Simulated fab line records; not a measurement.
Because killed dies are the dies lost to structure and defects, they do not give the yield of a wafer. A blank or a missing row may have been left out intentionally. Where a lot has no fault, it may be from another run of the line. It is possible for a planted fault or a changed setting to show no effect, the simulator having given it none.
Which tool was responsible? -- flow gf180mcu -- 14 lots with 42 wafers sampled at 2 steps, on a route of 602 steps

WHAT THE GAUGES READ, wafer by wafer
GF_M4_RS_MEAS_05: the measuring method here is four-point-probe.
lot,measured,on,M4_ALCU_RS (ohm/sq)
L662,day 22 07:34,film metro-01,0.0689 0.0695 0.0695
L664,day 23 04:53,film metro-01,0.0705 0.0710 0.0704
L665,day 23 13:26,film metro-01,0.0698 0.0699 0.0701
L666,day 24 09:20,film metro-04,0.0705 0.0702 0.0703
L667,day 24 14:47,film metro-01,0.0690 0.0703 0.0705
L668,day 25 06:25,film metro-04,0.0700 0.0687 0.0702
L669,day 25 10:12,film metro-04,0.0696 0.0694 0.0703
L670,day 25 12:19,film metro-03,0.0705 0.0687 0.0696
L673,day 26 13:58,film metro-01,0.0701 0.0700 0.0706
L674,day 26 19:47,film metro-04,0.0690 0.0683 0.0678
L675,day 27 00:06,film metro-01,0.0691 0.0682 0.0696
L680,day 28 12:46,film metro-01,0.0694 0.0696 0.0695
L681,day 28 20:25,film metro-04,0.0698 0.0687 0.0691
L685,day 29 16:35,film metro-01,0.0688 0.0696 0.0687

WHICH TOOL RAN EACH LOT (tool, then ch and the chambers of the sampled wafers, then the start)
lot,GF_V3_STRIP_18
L662,"plasma asher-02 ch 0,1, day 22 06:04"
L664,"plasma asher-03 ch 0,1, day 23 03:26"
L665,"plasma asher-01 ch 0,1, day 23 11:58"
L666,"plasma asher-01 ch 0,1, day 24 07:46"
L667,"plasma asher-01 ch 0,1, day 24 13:08"
L668,"plasma asher-01 ch 0,1, day 25 04:55"
L669,"plasma asher-01 ch 0,1, day 25 08:44"
L670,"plasma asher-03 ch 0,1, day 25 10:52"
L673,"plasma asher-02 ch 0,1, day 26 12:26"
L674,"plasma asher-02 ch 0,1, day 26 18:14"
L675,"plasma asher-02 ch 0,1, day 26 22:38"
L680,"plasma asher-03 ch 0,1, day 28 11:19"
L681,"plasma asher-02 ch 0,1, day 28 18:58"
L685,"plasma asher-03 ch 0,1, day 29 15:08"
- GF_V3_STRIP_18: strips in O2/N2.

AS READ BY THE TOOLS THEMSELVES (means over the sampled wafers that have a number; for cases with no such wafer, the mark the record gives instead)
GF_V3_STRIP_18.
lot,tool,drypump motor current A (A),heater power w (W),oes product au (a.u.)
L662,plasma asher-02,5.9,334,0.588
L664,plasma asher-03,5.6,303,0.591
L665,plasma asher-01,5.8,308,0.588
L666,plasma asher-01,5.6,329,0.590
L667,plasma asher-01,5.8,310,0.587
L668,plasma asher-01,5.8,305,0.593
L669,plasma asher-01,5.8,310,0.589
L670,plasma asher-03,5.3,320,0.591
L673,plasma asher-02,5.9,336,0.594
L674,plasma asher-02,5.8,335,0.588
L675,plasma asher-02,5.7,326,0.588
L680,plasma asher-03,5.3,320,0.593
L681,plasma asher-02,5.7,321,0.591
L685,plasma asher-03,5.6,299,0.586

THE ANSWER, worked out from the rows above alone
Rule: the lots themselves supply what counts as usual. The widest of any qualifying gaps counts: lots, ordered by their means at a reading, are off when they make up no more than a third of the lots, leave a main group of 4 or more, and stand apart from it by 3 or more times the standard deviation of that group's means. The tables above print the reading to a certain number of digits; a main group whose means all agree to those digits is not used. A lot without any number at a reading at which 4 lots or more have one is off too. The other lots that the step has rows for count as sound. Order of review: gauges by route order, followed by the tools' own readings, for which a lot's mean as printed above is used. The first step at which some lot is off is used, and at that step the reading that is off furthest; a lot without a number counts as furthest.
Across all readings shown, no lot is off: no conclusion can be drawn from this.

WHAT THE SIMULATOR PUT IN
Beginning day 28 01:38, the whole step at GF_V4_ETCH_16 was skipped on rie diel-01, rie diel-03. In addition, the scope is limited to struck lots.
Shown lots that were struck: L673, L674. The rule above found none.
